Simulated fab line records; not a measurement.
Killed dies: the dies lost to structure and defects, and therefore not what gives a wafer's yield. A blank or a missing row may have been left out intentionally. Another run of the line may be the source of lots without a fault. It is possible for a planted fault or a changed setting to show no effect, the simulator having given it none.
Which of the tools did it?    flow gf180mcu    12 lots, 36 wafers sampled, at 5 steps of a route of 602

== WHAT THE GAUGES SHOWED, per wafer ==
GF_V3_THK_MEAS_01. Usual: V3_CVD_00_THK typically reads 598 nm, with standard deviation 6.4.
lot   measured      on             V3_CVD_00_THK (nm)  flag
L623  day 21 20:57  film-metro-03  604 601 598         
L624  day 21 22:20  film-metro-01  602 582 599         
L626  day 22 13:40  film-metro-03  593 604 598         
L627  day 22 20:52  film-metro-02  600 601 614         
L631  day 24 14:07  film-metro-03  591 588 603         
L635  day 25 21:52  film-metro-01  591 593 601         
L636  day 25 23:28  film-metro-02  597 591 597         
L638  day 26 18:17  film-metro-02  596 593 591         
L641  day 27 10:29  film-metro-03  598 596 602         
L642  day 27 17:01  film-metro-03  601 604 595         
L643  day 28 02:06  film-metro-03  601 606 604         
L644  day 28 05:09  film-metro-01  595 601 597         

GF_V3_CD_MEAS_14 targets a cd of 260 nm. Usual: 259.9 nm for cd-nm, sd 0.94.
lot   measured      on         cd-nm (nm)         flag
L623  day 22 20:44  cd-sem-01  261.2 260.0 260.2  
L624  day 22 22:37  cd-sem-01  259.7 259.7 260.0  
L626  day 23 12:44  cd-sem-02  257.6 259.7 261.0  
L627  day 23 19:52  cd-sem-02  259.3 259.6 259.1  
L631  day 25 11:42  cd-sem-02  260.3 259.3 259.9  
L635  day 26 18:47  cd-sem-02  260.2 261.7 261.4  
L636  day 26 20:34  cd-sem-02  259.9 260.0 260.9  
L638  day 27 14:19  cd-sem-02  258.5 259.0 258.2  
L641  day 28 07:30  cd-sem-01  258.7 258.3 258.4  
L642  day 28 14:10  cd-sem-02  259.4 260.2 260.2  
L643  day 28 22:26  cd-sem-01  259.5 260.5 260.0  
L644  day 29 01:05  cd-sem-01  260.2 259.6 258.2  

GF_V3_RS_MEAS_24: measurement is done with a four-point probe. Usual: V3_W_RS typically reads 0.325 ohm/sq, with standard deviation 0.0041.
lot   measured      on             V3_W_RS (ohm/sq)   flag
L623  day 22 21:46  film-metro-01  0.327 0.326 0.323  
L624  day 22 23:39  film-metro-03  0.327 0.327 0.323  
L626  day 23 13:47  film-metro-01  0.326 0.321 0.328  
L627  day 23 20:53  film-metro-03  0.323 0.319 0.321  
L631  day 25 12:44  film-metro-03  0.321 0.326 0.334  
L635  day 26 19:49  film-metro-01  0.420 0.414 0.423  OFF
L636  day 26 21:36  film-metro-02  0.410 0.412 0.411  OFF
L638  day 27 15:22  film-metro-03  0.413 0.411 0.408  OFF
L641  day 28 08:33  film-metro-03  0.331 0.330 0.322  
L642  day 28 15:14  film-metro-01  0.327 0.320 0.329  
L643  day 28 23:29  film-metro-03  0.322 0.326 0.327  
L644  day 29 02:07  film-metro-03  0.326 0.324 0.334  

GF_V3_THK_MEAS_25: measures by xrf. Usual: V3_W_THK typically reads 349 nm, with standard deviation 6.6.
lot   measured      on             V3_W_THK (nm)  flag
L623  day 22 21:53  film-metro-01  344 346 347    
L624  day 22 23:46  film-metro-03  351 353 355    
L626  day 23 13:53  film-metro-01  347 351 345    
L627  day 23 21:01  film-metro-03  356 358 359    
L631  day 25 12:50  film-metro-03  360 353 343    
L635  day 26 19:55  film-metro-01  272 276 272    OFF
L636  day 26 21:43  film-metro-02  272 272 272    OFF
L638  day 27 15:29  film-metro-03  277 280 282    OFF
L641  day 28 08:40  film-metro-03  345 349 355    
L642  day 28 15:20  film-metro-01  346 355 346    
L643  day 28 23:36  film-metro-03  355 353 348    
L644  day 29 02:14  film-metro-03  354 358 345    

== WHICH TOOL RAN EACH LOT (tool, then ch and the chambers of the sampled wafers, then the start) ==
lot   GF_V3_CVD_23
L623  cvd-w-02 ch 0,1, day 22 21:38
L624  cvd-w-01 ch 0,1, day 22 23:32
L626  cvd-w-01 ch 0,1, day 23 13:39
L627  cvd-w-01 ch 1, day 23 20:47
L631  cvd-w-01 ch 0,1, day 25 12:37
L635  cvd-w-01 ch 0,1, day 26 19:41
L636  cvd-w-01 ch 0,1, day 26 21:28
L638  cvd-w-01 ch 0,1, day 27 15:14
L641  cvd-w-02 ch 0,1, day 28 08:26
L642  cvd-w-02 ch 0,1, day 28 15:07
L643  cvd-w-02 ch 0,1, day 28 23:22
L644  cvd-w-02 ch 0,1, day 29 01:59
- GF_V3_CVD_23: deposits W, target thk 350 nm, time 104.9 s.

== AS READ BY THE TOOLS THEMSELVES (means over the sampled wafers that have a number; for cases with no such wafer, the mark the record gives instead) ==
GF_V3_CVD_23. Usual: 919 W for heater-power-w, sd 71.
lot   tool      heater-power-w (W)  flag
L623  cvd-w-02  936                 
L624  cvd-w-01  900                 
L626  cvd-w-01  894                 
L627  cvd-w-01  964                 
L631  cvd-w-01  916                 
L635  cvd-w-01  897                 
L636  cvd-w-01  913                 
L638  cvd-w-01  931                 
L641  cvd-w-02  901                 
L642  cvd-w-02  894                 
L643  cvd-w-02  935                 
L644  cvd-w-02  932                 

== THE ANSWER, worked out from the rows above alone ==
Rule: lot off if the mean of its wafers having a number is beyond 3 standard deviations from the usual mean. A lot without any number at a reading at which 4 lots or more have one is off too. Where the step has rows for the other lots, those lots are counted as sound. First the gauges in route order, then the tools' own readings, where a lot's mean is used as printed above. At the first step where some lot is off, the reading lying furthest off is the one used; lots without a number count as furthest.
Off: at GF_V3_RS_MEAS_24 (V3_W_RS), L635, L636, L638.
A tool fits if, at a process step before that reading, it ran every lot that is off, and no sound lot after the first of them. Those tools and the gauges at GF_V3_RS_MEAS_24 are tried in the same way. One candidate fits, namely cvd-w-01 at GF_V3_CVD_23. A fault onset in the window from L631 (day 25 12:37, its last sound lot) to L635 (day 26 19:41, its first lot off) fits.

== WHAT THE SIMULATOR PUT IN ==
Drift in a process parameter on cvd-w-01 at GF_V3_CVD_23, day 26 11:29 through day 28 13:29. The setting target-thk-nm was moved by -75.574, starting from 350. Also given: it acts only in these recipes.
Struck lots among those shown: L635, L636, L638. Same finding as the rule above.
